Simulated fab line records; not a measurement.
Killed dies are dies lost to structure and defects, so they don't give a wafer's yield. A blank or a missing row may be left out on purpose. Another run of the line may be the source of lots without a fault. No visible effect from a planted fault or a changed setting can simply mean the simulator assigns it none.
fab line records	flow sky130
[record] lots = 14	wafers = 42	lastDay = 50
route steps=708 shown VIA3@580 PAD_OPEN@708
lots that met no fault: from a run of the same line without faults
startH: hours from the record's opening day to when the first of the lot's shown wafers began	waitH: hours elapsed since this lot's preceding step	" as in the row above	L1.1+2: several wafers, shown together as one row	- either no value or no given start	* or withheld: withheld	< > ~ a bound
route shown NAME@n: a module of which the file shows steps, and the number in the route of the first	usual: mean/standard deviation of fault-free wafers	same: alike in all rows	chamber/n: place in a boat	sites: readings site by site	_std_site: the standard deviation of these	_edge_site: mean of outer sites minus mean of inner sites	radiusMm: how far each site lies from the wafer's centre	mask NAME#n: copy n	behind: the most recent tool/chamber to have shaped the wafer	hold: what put the lot on hold/how long, in hours/how the hold closed	device: names the non-switching transistor (n, p or np)	end of line: tests run on the same wafers once the route is complete	where a step has no rows: the recipe by itself	killed: the dies lost at the first sort to structure and to defects; this is not the yield of the wafer	map: the dies of a wafer, with x for killed, . for not killed, _ for no die there
set.NAME: the setting as run; set.NAME@STEP: as run at that earlier step	model.NAME: the simulator's own value behind a step, which no gauge read
one table for each step of the route and one row for each wafer, over a sample of lots
services: a tool's chamber out of use, with start hour (startH, from the record's first day; less than 0 if before it), hours out, and reason
[[steps]]
[step SKY_VIA3_COAT_07]
[recipe] resist = KrF-thick	spinRpm = 3000	resistThkNm = 450
[usual] spinSpeedRpm = 2999.9/2.5
lot.wafer	tool	chamber	startH	waitH	spinSpeedRpm
L100.1	lithoTrack-01	0	903	-	2998.1
L100.2	"	0	"	"	2999.5
L100.6	"	0	904	-	2995.7
L102.1	lithoTrack-01	0	926	-	3002.2
L102.5	"	0	"	"	2997.1
L102.6	"	0	"	"	2998.8
L103.1	lithoTrack-02	0	928	-	3002.1
L103.3	"	0	"	"	3001.0
L103.5	"	0	"	"	2998.9
L104.1	lithoTrack-01	0	934	-	3003.6
L104.5	"	0	"	"	3002.3
L104.6	"	0	"	"	3000.8
L105.2	lithoTrack-03	0	942	-	3002.0
L105.4	"	0	"	"	2997.3
L105.6	"	0	"	"	3002.2
L107.4	lithoTrack-03	0	986	-	3000.8
L107.5	"	0	"	"	3000.9
L107.6	"	0	"	"	3003.3
L112.1	lithoTrack-01	0	997	-	3556.2
L112.3	"	0	"	"	3553.9
L112.4	"	0	"	"	3550.0
L114.2	lithoTrack-01	0	1003	-	3554.6
L114.3	"	0	"	"	3555.4
L114.6	"	0	"	"	3556.5
L115.1	lithoTrack-01	0	1016	-	3553.2
L115.3	"	0	"	"	3557.0
L115.5	"	0	"	"	3552.0
L118.2	lithoTrack-02	0	1061	-	2996.8
L118.3	"	0	"	"	2999.8
L118.5	"	0	"	"	2997.8
L117.1	lithoTrack-02	0	1063	-	2997.9
L117.3	"	0	"	"	3001.0
L117.4	"	0	"	"	2998.6
L120.1	lithoTrack-03	0	1065	-	3000.7
L120.2	"	0	"	"	2999.9
L120.6	"	0	"	"	2999.2
L122.2	lithoTrack-03	0	1067	-	3003.3
L122.4	"	0	"	"	2999.4
L122.5	"	0	"	"	3003.3
L123.1	lithoTrack-03	0	1068	-	3001.4
L123.3	"	0	"	"	3000.9
L123.4	"	0	"	"	3000.3
[step SKY_VIA3_STRIP_16]
[recipe] chemistry = O2/N2	powerW = 1400	pressureMtorr = 1500	platenTempC = withheld	o2FlowSccm = 3000	n2FlowSccm = 300	overashFraction = 0.5
[usual] drypumpMotorCurrentA = 5.5/0.32	n2FlowSccm = 300.0/0.89	oesProductAu = 0.401/0.0045	stripTimeToEndpointS = 4.117/0.028
lot.wafer	tool	chamber	startH	waitH	drypumpMotorCurrentA	n2FlowSccm	oesProductAu	rfHoursCounterH	stripTimeToEndpointS
L100.1	plasmaAsher-02	1	916.46	0.0	5.2	300.0	0.402	80	4.127
L100.2	"	0	"	"	5.4	299.8	0.396	80	4.118
L100.6	"	1	"	"	5.2	299.7	0.403	-	4.152
L102.1	plasmaAsher-03	0	938.66	0.0	5.6	300.0	0.404	19	4.145
L102.5	"	0	"	"	5.7	300.4	0.403	-	4.152
L102.6	"	1	"	"	5.2	300.1	0.401	-	4.121
L103.1	plasmaAsher-04	0	940.51	0.0	5.8	299.6	0.406	51	4.121
L103.3	"	0	"	"	5.8	298.4	0.409	-	4.170
L103.5	"	1	"	"	6.1	299.3	0.407	-	4.140
L104.1	plasmaAsher-02	0	947.41	0.0	5.4	299.3	0.404	83	4.166
L104.5	"	1	"	"	5.2	301.0	0.404	-	4.112
L104.6	"	0	"	"	5.4	299.7	0.405	-	4.172
L105.2	plasmaAsher-03	1	954.91	0.0	5.1	300.0	0.397	20	4.121
L105.4	"	1	"	"	5.2	299.1	0.404	-	4.090
L105.6	"	1	"	"	5.2	299.8	0.400	-	4.093
L107.4	plasmaAsher-04	0	998.89	0.1	5.8	301.1	0.406	-	4.139
L107.5	"	0	"	"	5.8	301.6	0.398	-	4.125
L107.6	"	1	"	"	6.1	298.7	0.401	-	4.138
L112.1	plasmaAsher-03	0	1009.53	0.0	5.6	300.0	0.381	26	3.716
L112.3	"	1	"	"	5.1	301.0	0.386	-	3.703
L112.4	"	0	"	"	5.6	301.3	0.390	-	3.706
L114.2	plasmaAsher-02	1	1015.04	0.0	5.2	299.7	0.378	91	3.713
L114.3	"	1	"	"	5.2	298.1	0.383	-	3.745
L114.6	"	0	"	"	5.4	299.3	0.382	-	3.733
L115.1	plasmaAsher-02	1	1028.04	0.0	5.2	300.0	0.379	92	3.752
L115.3	"	1	"	"	5.2	299.7	0.385	-	3.735
L115.5	"	0	"	"	5.4	298.7	0.383	-	3.690
L118.2	plasmaAsher-03	1	1072.14	0.0	5.2	299.2	0.400	33	4.119
L118.3	"	1	"	"	5.2	300.1	0.399	-	4.155
L118.5	"	0	"	"	5.6	299.8	0.398	-	4.135
L117.1	plasmaAsher-03	1	1074.91	0.0	5.2	301.0	0.394	33	4.107
L117.3	"	1	"	"	5.2	299.3	0.408	-	4.119
L117.4	"	0	"	"	5.6	300.2	0.407	-	4.096
L120.1	plasmaAsher-03	0	1076.09	0.0	5.6	300.1	0.407	33	4.159
L120.2	"	1	"	"	5.2	299.5	0.392	33	4.081
L120.6	"	1	"	"	5.2	299.9	0.401	-	4.116
L122.2	plasmaAsher-04	0	1078.36	0.0	5.8	300.7	0.406	64	4.112
L122.4	"	0	"	"	5.8	301.8	0.393	-	4.049
L122.5	"	0	"	"	5.8	301.4	0.399	-	4.116
L123.1	plasmaAsher-04	0	1079.31	0.0	5.8	298.8	0.399	64	4.080
L123.3	"	0	"	"	5.8	300.2	0.402	-	4.096
L123.4	"	1	"	"	6.1	300.3	0.396	-	4.107
[step SKY_PAD_OPEN_PROBE_99]
[usual] defectLimitedYield = 82.5/2	killed_at_M0_to_M3 = 44/7.1	killed_at_M4_up = 3.1/1.8	killedAtContacts = 24/5.3	killedAtFrontEnd = 15/4.5	killedAtOther = 0.2/0.42	killedDies = 86/9.6	killedOnRim = 17/4	killedOpen = 46/6.9	killedShort = 40/6.4	sort_bin_3_pad_short = 0.8/0.36	sort_bin_5_function = 10.3/1.3	sort_bin_6_memory = 6.4/1.2	sortNPass = 406/9.6	sortYieldPct = 82.5/2
[same] grossDies = 492	killedAtBackSide = 0	sort_bin_4_leakage[%] = 0	sort_bin_8_speed[%] = 0
lot.wafer	tool	chamber	startH	waitH	defectLimitedYield[%]	killed_at_M0_to_M3	killed_at_M4_up	killedAtContacts	killedAtFrontEnd	killedAtOther	killedDies	killedOnRim	killedOpen	killedShort	sort_bin_3_pad_short[%]	sort_bin_5_function[%]	sort_bin_6_memory[%]	sortNPass	sortYieldPct[%]
L112.1	prober-01	-	1142.32	0.1	81.7	50	0	26	14	0	90	17	51	39	0.6	10.2	7.5	402	81.7
L112.3	prober-01	-	1142.42	0.2	83.7	46	1	21	11	1	80	15	47	33	0.8	9.6	5.9	412	83.7
L112.4	prober-01	-	1142.47	0.2	82.7	43	6	22	14	0	85	16	43	42	0.6	10.6	6.1	407	82.7
L114.2	prober-02	-	1146.98	0.1	85.4	44	2	18	8	0	72	21	43	29	0.6	9.1	4.9	420	85.4
L114.3	prober-02	-	1147.03	0.2	79.9	54	3	29	13	0	99	20	44	55	1.4	12.0	6.7	393	79.9
L114.6	prober-02	-	1147.18	0.2	84.6	42	3	24	6	1	76	14	41	35	1.0	9.3	5.1	416	84.6
L115.1	prober-02	-	1157.67	0.1	81.1	50	5	23	15	0	93	9	42	51	1.0	11.4	6.5	399	81.1
L115.3	prober-02	-	1157.77	0.2	82.5	52	1	19	13	1	86	15	43	43	1.0	11.0	5.5	406	82.5
L115.5	prober-02	-	1157.87	0.2	84.6	41	3	14	17	1	76	20	36	40	0.4	10.8	4.3	416	84.6
L118.2	prober-02	-	1191.09	0.1	84.6	37	4	17	18	0	76	14	47	29	0.8	8.5	6.1	416	84.6
L118.3	prober-02	-	1191.14	0.2	82.5	50	4	22	10	0	86	13	49	37	0.2	9.6	7.7	406	82.5
L118.5	prober-02	-	1191.24	0.2	84.6	36	3	24	13	0	76	13	33	43	0.6	10.6	4.3	416	84.6
L123.1	prober-02	-	1198.35	0.1	78.7	51	4	28	21	1	105	18	54	51	1.2	11.4	8.7	387	78.7
L123.3	prober-02	-	1198.45	0.2	83.1	43	1	21	18	0	83	19	48	35	1.0	10.0	5.9	409	83.1
L123.4	prober-02	-	1198.50	0.2	82.9	34	4	33	13	0	84	16	39	45	0.8	8.5	7.7	408	82.9
// killed by level:class
L112.1 VIA3:geometricParticle:open=9 LI_CONTACT:geometricParticle:open=9 VIA1:geometricParticle:open=8 CONTACT:geometricParticle:open=7 VIA1:geometricParticle:short=6 VIA2:geometricParticle:open=6 METAL2:geometricParticle:short=5 LOCAL_INTERCONNECT:geometricParticle:short=5
L112.3 VIA1:geometricParticle:open=10 CONTACT:geometricParticle:open=7 VIA1:geometricParticle:short=7 LI_CONTACT:geometricParticle:open=6 METAL1:geometricParticle:open=5 VIA2:geometricParticle:open=5 VIA3:geometricParticle:open=5 LI_CONTACT:geometricParticle:short=4
L112.4 VIA1:geometricParticle:open=9 METAL1:geometricParticle:short=8 LI_CONTACT:geometricParticle:open=8 CONTACT:geometricParticle:open=5 VIA2:geometricParticle:short=5 VIA2:geometricParticle:open=5 METAL4:geometricParticle:short=5 LI_CONTACT:geometricParticle:short=4
L114.2 CONTACT:geometricParticle:open=10 VIA1:geometricParticle:open=8 VIA2:geometricParticle:open=8 METAL2:geometricParticle:short=6 METAL1:geometricParticle:short=5 VIA3:geometricParticle:open=5 VIA1:geometricParticle:short=4 FIELD_ISO:geometricParticle:open=3
L114.3 CONTACT:geometricParticle:open=15 METAL1:geometricParticle:short=10 VIA1:geometricParticle:short=8 VIA2:geometricParticle:open=7 VIA2:geometricParticle:short=7 VIA1:geometricParticle:open=6 CONTACT:geometricParticle:short=6 METAL2:geometricParticle:short=6
L114.6 VIA1:geometricParticle:open=12 CONTACT:geometricParticle:open=9 CONTACT:geometricParticle:short=7 VIA1:geometricParticle:short=5 VIA2:geometricParticle:open=5 FIELD_ISO:geometricParticle:open=4 METAL1:geometricParticle:short=4 METAL2:geometricParticle:short=4
L115.1 VIA1:geometricParticle:open=12 VIA1:geometricParticle:short=11 CONTACT:geometricParticle:open=10 METAL2:geometricParticle:short=6 FIELD_ISO:geometricParticle:short=5 CONTACT:geometricParticle:short=5 METAL1:geometricParticle:short=5 VIA3:geometricParticle:open=5
L115.3 VIA1:geometricParticle:open=12 METAL2:geometricParticle:short=9 LI_CONTACT:geometricParticle:open=8 VIA2:geometricParticle:open=7 METAL1:geometricParticle:short=6 FIELD_ISO:geometricParticle:short=5 CONTACT:geometricParticle:open=5 VIA1:geometricParticle:short=5
L115.5 VIA1:geometricParticle:open=10 FIELD_ISO:geometricParticle:short=5 CONTACT:geometricParticle:open=5 VIA1:geometricParticle:short=5 VIA2:geometricParticle:open=5 POLY_GATE:geometricParticle:short=4 METAL2:geometricParticle:short=4 VIA3:geometricParticle:open=4
L118.2 CONTACT:geometricParticle:open=9 VIA1:geometricParticle:open=6 POLY_GATE:geometricParticle:open=5 METAL1:geometricParticle:open=5 METAL2:geometricParticle:short=5 VIA3:geometricParticle:open=5 FIELD_ISO:geometricParticle:open=4 LI_CONTACT:geometricParticle:open=4
L118.3 LI_CONTACT:geometricParticle:open=9 VIA2:geometricParticle:open=8 VIA1:geometricParticle:open=7 VIA1:geometricParticle:short=7 CONTACT:geometricParticle:open=6 VIA3:geometricParticle:open=6 VIA2:geometricParticle:short=5 LOCAL_INTERCONNECT:geometricParticle:short=4
L118.5 LI_CONTACT:geometricParticle:open=7 METAL1:geometricParticle:short=7 VIA1:geometricParticle:short=7 VIA3:geometricParticle:open=5 FIELD_ISO:geometricParticle:short=4 FIELD_ISO:geometricParticle:open=4 LI_CONTACT:geometricParticle:short=4 LOCAL_INTERCONNECT:geometricParticle:short=4
L123.1 VIA3:geometricParticle:open=10 VIA1:geometricParticle:open=9 POLY_GATE:geometricParticle:open=7 CONTACT:geometricParticle:open=7 CONTACT:geometricParticle:short=7 METAL2:geometricParticle:short=6 LI_CONTACT:geometricParticle:open=6 VIA2:geometricParticle:open=6
L123.3 CONTACT:geometricParticle:open=13 VIA1:geometricParticle:open=7 METAL2:geometricParticle:short=7 VIA3:geometricParticle:short=7 POLY_GATE:geometricParticle:open=5 VIA2:geometricParticle:open=5 VIA3:geometricParticle:open=5 METAL1:geometricParticle:short=4
L123.4 CONTACT:geometricParticle:open=12 LI_CONTACT:geometricParticle:open=8 VIA1:geometricParticle:open=8 CONTACT:geometricParticle:short=6 VIA1:geometricParticle:short=6 METAL1:geometricParticle:short=5 LI_CONTACT:geometricParticle:short=4 VIA2:geometricParticle:open=4
[[services]]
tool	chamber	startH	hours	kind
plasmaAsher-04	-	963.20	14.6	pm
plasmaAsher-03	-	1058.10	1.0	repair
[[key]]
[firstSign] step = SKY_VIA3_COAT_07	reading = spinSpeedRpm	direction = up	sigmas = 99+	usual = 2999.9	struck = 3554.3
[effect] step = SKY_VIA3_STRIP_16	reading = stripTimeToEndpointS	direction = down	sigmas = 14	usual = *	struck = *
metAt SKY_VIA3_COAT_07
struckLots L112,L114,L115
onsetBetween 934 997
[fault] kind = processParameterDrift	tool = lithoTrack-01	chamber = -	onsetH = 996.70	steps = SKY_VIA3_COAT_07	channel = spinRpm	offset = 554.28	shape = step	endH = 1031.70	actsIn = theseRecipesOnly	stated = 3000
